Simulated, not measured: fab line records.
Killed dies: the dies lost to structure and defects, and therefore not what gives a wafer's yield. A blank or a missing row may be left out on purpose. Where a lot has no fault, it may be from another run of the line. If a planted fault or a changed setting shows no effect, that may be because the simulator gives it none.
fab line records ; flow gf180mcu ; part 2 of 2: steps 31 to 41 of 41
record lots=5; wafers=15; lastDay=34
route steps=602 shown STI@12 DNWELL@32 NWELL@42
lots untouched by any fault: they come from a run of this same line in which no faults occurred
startH: hours from the record's opening day to when the first of the lot's shown wafers began ; waitH: hours elapsed since this lot's preceding step ; " repeats the value in the row above ; L1.1+2: a single row standing in for several wafers ; - no value, or no start given ; * or withheld: withheld ; < > ~ a bound
route shown NAME@n: a module of which the file shows steps, and the number in the route of the first ; usual: mean/standard deviation of fault-free wafers ; same: alike in all rows ; chamber/n: place in a boat ; sites: readings site by site ; _std_site: standard deviation across them ; _edge_site: mean of outer sites minus mean of inner sites ; radiusMm: for every site, how far away it sits from the centre of the wafer ; mask NAME#n: copy n ; behind: the most recent tool/chamber to have shaped the wafer ; hold: the reason the lot was held/the length of the hold in hours/how it ended ; device: transistor that didn't switch, given as n, p or np ; end of line: tests of these same wafers at the route's end ; a step with no rows: only its recipe ; killed: the dies lost at the first sort to structure and to defects; this is not the yield of the wafer ; map: the dies of a wafer, with x for killed, . for not killed, _ for no die there
set.NAME: the setting as run; set.NAME@STEP: as run at that earlier step ; model.NAME: the simulator's own value behind a step, which no gauge read
lots at selected steps of the route; one table per step, one row per wafer
services: the hour from which a tool's chamber was out of use, counted from the record's first day as startH (under 0 if before that day), plus the number of hours and why
## steps
# step GF_NWELL_DEHYDRATE_00
# recipe tempC=200; timeS=60
lot.wafer;tool;chamber;startH;waitH
L074.3+5+6;lithoTrack-01;0;59.56;5.0
L078.1+2+3;lithoTrack-03;0;76.48;5.7
L082.1+3+4;lithoTrack-03;0;97.93;5.7
L090.3+4+5;lithoTrack-02;0;144.87;7.4
L097.1+2+5;lithoTrack-02;0;170.47;6.7
# step GF_NWELL_HMDS_01
# recipe primeTimeS=60; primeTempC=120
lot.wafer;tool;chamber;startH;waitH
L074.3+5+6;lithoTrack-01;0;59.71;0.1
L078.1+2+3;lithoTrack-03;0;76.63;0.1
L082.1+3+4;lithoTrack-03;0;98.08;0.1
L090.3+4+5;lithoTrack-02;0;145.02;0.1
L097.1+2+5;lithoTrack-02;0;170.62;0.1
# step GF_NWELL_COAT_02
# recipe spinRpm=2000; resistThkNm=3000
lot.wafer;tool;chamber;startH;waitH
L074.3+5+6;lithoTrack-01;0;59.86;0.1
L078.1+2+3;lithoTrack-03;0;76.78;0.1
L082.1+3+4;lithoTrack-03;0;98.23;0.1
L090.3+4+5;lithoTrack-02;0;145.17;0.1
L097.1+2+5;lithoTrack-02;0;170.77;0.1
# step GF_NWELL_SOFTBAKE_03
# recipe tempC=110; timeS=withheld
lot.wafer;tool;chamber;startH;waitH
L074.3+5+6;lithoTrack-01;0;60.03;0.1
L078.1+2+3;lithoTrack-03;0;76.93;0.1
L082.1+3+4;lithoTrack-03;0;98.38;0.1
L090.3+4+5;lithoTrack-02;0;145.33;0.1
L097.1+2+5;lithoTrack-02;0;170.92;0.1
# step GF_NWELL_EXPOSE_04
# recipe maskId=Nwell; targetCdNm=860; na=0.6; sourceShape=conventional; sigmaOuter=0.6; doseMj=260
# usual focusOffsetNm=-0.2/0.48
# same na=0.6
lot.wafer;tool;chamber;startH;waitH;mask;focusOffsetNm
L074.3;ilineStepper-01;0;-;-;Nwell#0;-0.4
L074.5;ilineStepper-01;0;-;-;Nwell#0;-0.6
L074.6;ilineStepper-01;0;-;-;Nwell#0;-0.3
L078.1;ilineStepper-01;0;-;-;Nwell#0;0.5
L078.2;ilineStepper-01;0;-;-;Nwell#0;-0.7
L078.3;ilineStepper-01;0;-;-;Nwell#0;-0.4
L082.1;ilineStepper-01;0;-;-;Nwell#0;-0.5
L082.3;ilineStepper-01;0;-;-;Nwell#0;-1.0
L082.4;ilineStepper-01;0;-;-;Nwell#0;-0.9
L090.3;ilineStepper-01;0;-;-;Nwell#0;0.7
L090.4;ilineStepper-01;0;-;-;Nwell#0;0.3
L090.5;ilineStepper-01;0;-;-;Nwell#0;0.5
L097.1;ilineStepper-02;0;-;-;Nwell#0;0.1
L097.2;ilineStepper-02;0;-;-;Nwell#0;0.1
L097.5;ilineStepper-02;0;-;-;Nwell#0;0.2
# step GF_NWELL_PEB_05
# recipe tempC=115; timeS=withheld
lot.wafer;tool;chamber;startH;waitH
L074.3+5+6;lithoTrack-03;0;-;-
L078.1+2+3;lithoTrack-02;0;-;-
L082.1+3+4;lithoTrack-02;0;-;-
L090.3+4+5;lithoTrack-02;0;-;-
L097.1+2+5;lithoTrack-02;0;-;-
# step GF_NWELL_DEVELOP_06
# recipe wallAngleDeg=90; developTimeS=60; devTempC=23
lot.wafer;tool;chamber;startH;waitH
L074.3+5+6;lithoTrack-03;0;-;-
L078.1+2+3;lithoTrack-02;0;-;-
L082.1+3+4;lithoTrack-02;0;-;-
L090.3+4+5;lithoTrack-02;0;-;-
L097.1+2+5;lithoTrack-02;0;-;-
# step GF_NWELL_OVL_MEAS_07
# usual NWELL_OVL=0.5/1.4
lot.wafer;tool;chamber;startH;waitH;NWELL_OVL[nm]
L074.3;overlay-01;-;65.74;-;0.3
L074.5;overlay-01;-;65.74;-;-0.1
L074.6;overlay-01;-;65.74;-;-0.8
L078.1;overlay-02;-;83.37;-;0.6
L078.2;overlay-02;-;83.37;-;-0.4
L078.3;overlay-02;-;83.37;-;2.3
L082.1;overlay-01;-;104.77;-;0.3
L082.3;overlay-01;-;104.77;-;1.0
L082.4;overlay-01;-;104.77;-;0.7
L090.3;overlay-02;-;152.28;-;-0.3
L090.4;overlay-02;-;152.28;-;3.2
L090.5;overlay-02;-;152.28;-;2.0
L097.1;overlay-02;-;178.52;-;-0.2
L097.2;overlay-02;-;178.52;-;3.0
L097.5;overlay-02;-;178.52;-;1.9
# step GF_NWELL_IMPLANT_08
# recipe species=P; energyKev=450; doseCm2=1.5e+13; tiltDeg=0
# usual beamOnS=9.98/0.22; tiltDeg=-0.001/0.018
# same implantIonAmu=31
lot.wafer;tool;chamber;startH;waitH;beamOnS;tiltDeg
L074.3;implanter-02;0;65.81;0.1;9.78;0.013
L074.5;implanter-02;0;65.81;0.1;9.93;-0.012
L074.6;implanter-02;0;65.81;0.1;10.39;-0.005
L078.1;implanter-02;0;83.40;0.0;9.88;0.003
L078.2;implanter-02;0;83.40;0.0;10.19;0.000
L078.3;implanter-02;0;83.40;0.0;10.07;0.020
L082.1;implanter-02;0;104.80;0.0;10.41;-0.015
L082.3;implanter-02;0;104.80;0.0;10.13;-0.017
L082.4;implanter-02;0;104.80;0.0;9.82;0.007
L090.3;implanter-03;0;152.35;0.1;10.21;-0.003
L090.4;implanter-03;0;152.35;0.1;9.99;-0.005
L090.5;implanter-03;0;152.35;0.1;10.17;0.015
L097.1;implanter-02;0;178.55;0.0;9.93;0.010
L097.2;implanter-02;0;178.55;0.0;9.84;0.003
L097.5;implanter-02;0;178.55;0.0;10.25;-0.010
# step GF_NWELL_IMPLANT_09
# recipe species=P; energyKev=160; doseCm2=4e+12; tiltDeg=0
# usual beamOnS=9.99/0.19; tiltDeg=-0.003/0.021
# same implantIonAmu=31
lot.wafer;tool;chamber;startH;waitH;beamOnS;tiltDeg
L074.3;implanter-02;0;65.96;0.1;9.91;0.000
L074.5;implanter-02;0;65.96;0.1;10.07;-0.036
L074.6;implanter-02;0;65.96;0.1;9.97;-0.010
L078.1;implanter-02;0;83.55;0.1;10.08;0.018
L078.2;implanter-02;0;83.55;0.1;10.11;-0.027
L078.3;implanter-02;0;83.55;0.1;9.96;-0.003
L082.1;implanter-02;0;104.95;0.1;10.09;-0.016
L082.3;implanter-02;0;104.95;0.1;9.71;0.019
L082.4;implanter-02;0;104.95;0.1;9.79;-0.013
L090.3;implanter-03;0;152.50;0.1;10.04;0.011
L090.4;implanter-03;0;152.50;0.1;9.87;0.015
L090.5;implanter-03;0;152.50;0.1;9.90;0.026
L097.1;implanter-02;0;178.70;0.1;9.96;0.003
L097.2;implanter-02;0;178.70;0.1;9.69;-0.009
L097.5;implanter-02;0;178.70;0.1;9.82;-0.012
# step GF_NWELL_STRIP_10
# recipe chemistry=O2/N2; powerW=1400; pressureMtorr=1500; platenTempC=250; o2FlowSccm=3000; n2FlowSccm=300; overashFraction=0.5
# usual drypumpMotorCurrentA=5.7/0.53; heaterPowerW=352/19; oesProductAu=0.722/0.0045; stripTimeToEndpointS=37.01/0.12
lot.wafer;tool;chamber;startH;waitH;drypumpMotorCurrentA;heaterPowerW;oesProductAu;rfHoursCounterH;stripTimeToEndpointS
L074.3;plasmaAsher-04;0;66.10;0.1;5.4;358;0.720;-;36.91
L074.5;plasmaAsher-04;1;66.10;0.1;6.2;327;0.732;-;36.86
L074.6;plasmaAsher-04;0;66.10;0.1;5.4;364;0.730;-;37.08
L078.1;plasmaAsher-03;1;83.70;0.1;5.8;358;0.721;46;37.02
L078.2;plasmaAsher-03;0;83.70;0.1;6.4;365;0.720;46;37.14
L078.3;plasmaAsher-03;1;83.70;0.1;5.8;350;0.727;-;37.14
L082.1;plasmaAsher-04;0;105.10;0.1;5.3;358;0.721;46;37.05
L082.3;plasmaAsher-04;0;105.10;0.1;5.4;362;0.718;-;37.10
L082.4;plasmaAsher-04;1;105.10;0.1;6.2;316;0.728;-;37.08
L090.3;plasmaAsher-03;1;152.64;0.1;5.8;349;0.722;-;36.76
L090.4;plasmaAsher-03;0;152.64;0.1;6.4;372;0.729;-;36.80
L090.5;plasmaAsher-03;1;152.64;0.1;5.8;353;0.731;-;36.66
L097.1;plasmaAsher-02;1;178.85;0.1;4.9;364;0.720;6;36.95
L097.2;plasmaAsher-02;0;178.85;0.1;6.0;363;0.723;6;36.96
L097.5;plasmaAsher-02;0;178.85;0.1;6.0;346;0.720;-;36.97
## services
tool;chamber;startH;hours;kind
rieDiel-04;2;11.21;8.3;repair
wetBench-03;-;12.55;0.5;repair
implanter-02;-;15.12;6.9;pm
implanter-02;-;21.99;5.3;pm
ilineStepper-01;-;30.39;1.7;pm
rieDiel-04;-;35.22;14.6;pm
implanter-02;-;35.45;2.3;repair
ilineStepper-01;-;39.89;5.6;repair
hdpcvd-01;-;50.45;2.8;pm
ilineStepper-01;-;56.25;2.9;repair
implanter-03;-;66.07;3.7;repair
wetBench-03;-;68.23;1.1;repair
hdpcvd-01;-;75.22;1.8;repair
wetBench-02;-;97.07;4.4;pm
implanter-03;-;102.87;3.1;repair
implanter-03;-;104.06;6.3;repair
rieDiel-04;1;106.77;8.2;repair
furnace-01;-;111.78;2.9;pm
hdpcvd-01;1;115.21;14.4;repair
plasmaAsher-03;-;123.59;4.6;repair
wetBench-02;-;124.72;2.8;repair
ilineStepper-02;-;125.30;1.7;pm
implanter-03;-;132.22;5.3;pm
furnace-01;-;157.50;3.4;pm
